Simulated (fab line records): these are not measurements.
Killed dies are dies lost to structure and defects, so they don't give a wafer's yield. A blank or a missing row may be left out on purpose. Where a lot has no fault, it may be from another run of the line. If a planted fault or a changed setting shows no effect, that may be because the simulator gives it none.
Split-lot trial / flow sfq_line / route with 325 steps; 5 lots, 23 wafers read

## SPLIT DETAILS
At SFQ_TRILAYER_R5_LITHO_COAT_136 (resist thk 600 nm), the setting resist_thk_nm was moved away from the recipe's 600 nm on 9 of the 23 wafers read, by -5.5% to +5.1%. For the rest of the wafers, this setting stayed at what the recipe calls for.

## FROM THE SPLIT TO THE READING: what the file shows between them, 3 steps
- SFQ_TRILAYER_R5_LITHO_SOFTBAKE_140
- SFQ_TRILAYER_R5_LITHO_EXPOSE_137: exposes mask R5, target cd 500 nm
- SFQ_TRILAYER_R5_LITHO_DEVELOP_138: time 60 s

## THE READING
KrF_of_TRILAYER_R5_LITHO_COAT_136.thk_nm (the simulator's own value, which no gauge read), in nm, at SFQ_TRILAYER_R5_BARC_OPEN_METAL_ETCH_177 (etches BARC in O2, target depth 125 nm, time 41.7 s). There is no usual value for it anywhere in the file. Across the 14 wafers here that went through the recipe, the average is 523.4 nm and the standard deviation 2.2 nm.

wafer=L075.1; tool, chamber at the split=litho_track-04, 0; resist_thk_nm as run, nm=600; against the recipe=recipe; KrF_of_TRILAYER_R5_LITHO_COAT_136.thk_nm, nm=527; against lot-mates on the recipe=-
wafer=L075.2; tool, chamber at the split=litho_track-04, 0; resist_thk_nm as run, nm=625.1; against the recipe=+4.2%; KrF_of_TRILAYER_R5_LITHO_COAT_136.thk_nm, nm=547.5; against lot-mates on the recipe=+22.4
wafer=L075.3; tool, chamber at the split=litho_track-04, 0; resist_thk_nm as run, nm=625.1; against the recipe=+4.2%; KrF_of_TRILAYER_R5_LITHO_COAT_136.thk_nm, nm=550.3; against lot-mates on the recipe=+25.2
wafer=L075.4; tool, chamber at the split=litho_track-04, 0; resist_thk_nm as run, nm=600; against the recipe=recipe; KrF_of_TRILAYER_R5_LITHO_COAT_136.thk_nm, nm=524.7; against lot-mates on the recipe=-
wafer=L075.5; tool, chamber at the split=litho_track-04, 0; resist_thk_nm as run, nm=600; against the recipe=recipe; KrF_of_TRILAYER_R5_LITHO_COAT_136.thk_nm, nm=523.7; against lot-mates on the recipe=-
wafer=L076.1; tool, chamber at the split=litho_track-04, 0; resist_thk_nm as run, nm=600; against the recipe=recipe; KrF_of_TRILAYER_R5_LITHO_COAT_136.thk_nm, nm=520; against lot-mates on the recipe=-
wafer=L076.2; tool, chamber at the split=litho_track-04, 0; resist_thk_nm as run, nm=567; against the recipe=-5.5%; KrF_of_TRILAYER_R5_LITHO_COAT_136.thk_nm, nm=488.3; against lot-mates on the recipe=-31.4
wafer=L076.4; tool, chamber at the split=litho_track-04, 0; resist_thk_nm as run, nm=567; against the recipe=-5.5%; KrF_of_TRILAYER_R5_LITHO_COAT_136.thk_nm, nm=487.8; against lot-mates on the recipe=-31.9
wafer=L076.5; tool, chamber at the split=litho_track-04, 0; resist_thk_nm as run, nm=567; against the recipe=-5.5%; KrF_of_TRILAYER_R5_LITHO_COAT_136.thk_nm, nm=488.7; against lot-mates on the recipe=-31.1
wafer=L076.6; tool, chamber at the split=litho_track-04, 0; resist_thk_nm as run, nm=600; against the recipe=recipe; KrF_of_TRILAYER_R5_LITHO_COAT_136.thk_nm, nm=519.5; against lot-mates on the recipe=-
wafer=L077.1; tool, chamber at the split=litho_track-03, 0; resist_thk_nm as run, nm=600; against the recipe=recipe; KrF_of_TRILAYER_R5_LITHO_COAT_136.thk_nm, nm=522.6; against lot-mates on the recipe=-
wafer=L077.2; tool, chamber at the split=litho_track-03, 0; resist_thk_nm as run, nm=571.1; against the recipe=-4.8%; KrF_of_TRILAYER_R5_LITHO_COAT_136.thk_nm, nm=489.9; against lot-mates on the recipe=-31.6
wafer=L077.3; tool, chamber at the split=litho_track-03, 0; resist_thk_nm as run, nm=600; against the recipe=recipe; KrF_of_TRILAYER_R5_LITHO_COAT_136.thk_nm, nm=521.8; against lot-mates on the recipe=-
wafer=L077.4; tool, chamber at the split=litho_track-03, 0; resist_thk_nm as run, nm=600; against the recipe=recipe; KrF_of_TRILAYER_R5_LITHO_COAT_136.thk_nm, nm=520.2; against lot-mates on the recipe=-
wafer=L077.5; tool, chamber at the split=litho_track-03, 0; resist_thk_nm as run, nm=571.1; against the recipe=-4.8%; KrF_of_TRILAYER_R5_LITHO_COAT_136.thk_nm, nm=491.1; against lot-mates on the recipe=-30.4
wafer=L082.2; tool, chamber at the split=litho_track-04, 0; resist_thk_nm as run, nm=600; against the recipe=recipe; KrF_of_TRILAYER_R5_LITHO_COAT_136.thk_nm, nm=525.1; against lot-mates on the recipe=-
wafer=L082.3; tool, chamber at the split=litho_track-04, 0; resist_thk_nm as run, nm=630.9; against the recipe=+5.1%; KrF_of_TRILAYER_R5_LITHO_COAT_136.thk_nm, nm=558.5; against lot-mates on the recipe=+33.8
wafer=L082.4; tool, chamber at the split=litho_track-04, 0; resist_thk_nm as run, nm=600; against the recipe=recipe; KrF_of_TRILAYER_R5_LITHO_COAT_136.thk_nm, nm=524.7; against lot-mates on the recipe=-
wafer=L082.5; tool, chamber at the split=litho_track-04, 0; resist_thk_nm as run, nm=630.9; against the recipe=+5.1%; KrF_of_TRILAYER_R5_LITHO_COAT_136.thk_nm, nm=557.9; against lot-mates on the recipe=+33.2
wafer=L082.6; tool, chamber at the split=litho_track-04, 0; resist_thk_nm as run, nm=600; against the recipe=recipe; KrF_of_TRILAYER_R5_LITHO_COAT_136.thk_nm, nm=524.3; against lot-mates on the recipe=-
wafer=L083.2; tool, chamber at the split=litho_track-03, 0; resist_thk_nm as run, nm=600; against the recipe=recipe; KrF_of_TRILAYER_R5_LITHO_COAT_136.thk_nm, nm=525; against lot-mates on the recipe=-
wafer=L083.3; tool, chamber at the split=litho_track-03, 0; resist_thk_nm as run, nm=600; against the recipe=recipe; KrF_of_TRILAYER_R5_LITHO_COAT_136.thk_nm, nm=523.9; against lot-mates on the recipe=-
wafer=L083.6; tool, chamber at the split=litho_track-03, 0; resist_thk_nm as run, nm=600; against the recipe=recipe; KrF_of_TRILAYER_R5_LITHO_COAT_136.thk_nm, nm=525.5; against lot-mates on the recipe=-

FIT RESULTS
A straight line over all 23 wafers: KrF_of_TRILAYER_R5_LITHO_COAT_136.thk_nm changes by +6.52 nm for each +1% of resist_thk_nm; r = +1.00; the points scatter about the line by 2 nm.
The same after taking each lot's own level away (the mean of its wafers on the recipe; 23 wafers): +6.05 nm for each +1%; r = +1.00; scatter 1.5 nm.
According to that fit, moving resist_thk_nm by its largest amount changes the reading by 33 nm.
Across the lots, their own levels run from 519.75 to 525.13 nm, a range of 2.5 times the standard deviation given above.
The two slopes agree, so the slope changes little with the lot-to-lot level.
Check: -33.5 nm against its lot-mates is what the line predicts for one of the wafers moved furthest among these (-5.5%) when that wafer is left out of the fit. Against them it came out at -31.4 nm.

## FURTHER SPLITS ON THESE WAFERS
Other splits were also applied to these wafers ahead of the reading. Each is held against what the fit with the lots' levels taken away leaves over:
other split on the same wafers=SFQ_TRILAYER_JJ_CE_BARC_OPEN_RIE_150 bias_w; wafers away from the commonest value=7; r with KrF_of_TRILAYER_R5_LITHO_COAT_136.thk_nm (lot level and that fit taken away)=-0.07
other split on the same wafers=SFQ_TRILAYER_M5_LITHO_COAT_128 resist_thk_nm; wafers away from the commonest value=9; r with KrF_of_TRILAYER_R5_LITHO_COAT_136.thk_nm (lot level and that fit taken away)=-0.07

## THE WHOLE CHAIN: every reading that the file lists as answering this split, in the file's order
step=SFQ_TRILAYER_R5_LITHO_COAT_136; what it does=resist thk 600 nm; reading=KrF_of_TRILAYER_R5_LITHO_COAT_136.thk_nm (the simulator's own value, which no gauge read); change (the file's fit)=+6.03 nm for each +1% of the setting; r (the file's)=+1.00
step=SFQ_TRILAYER_R5_BARC_OPEN_METAL_ETCH_177; what it does=etches BARC in O2, target depth 125 nm, time 41.7 s; reading=KrF_of_TRILAYER_R5_LITHO_COAT_136.thk_nm (the simulator's own value, which no gauge read); change (the file's fit)=+6.1 nm for each +1% of the setting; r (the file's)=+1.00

## THE FILE'S OWN FIT
KrF_of_TRILAYER_R5_LITHO_COAT_136.thk_nm changes by +6.1 nm for each +1% of resist_thk_nm, r = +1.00.
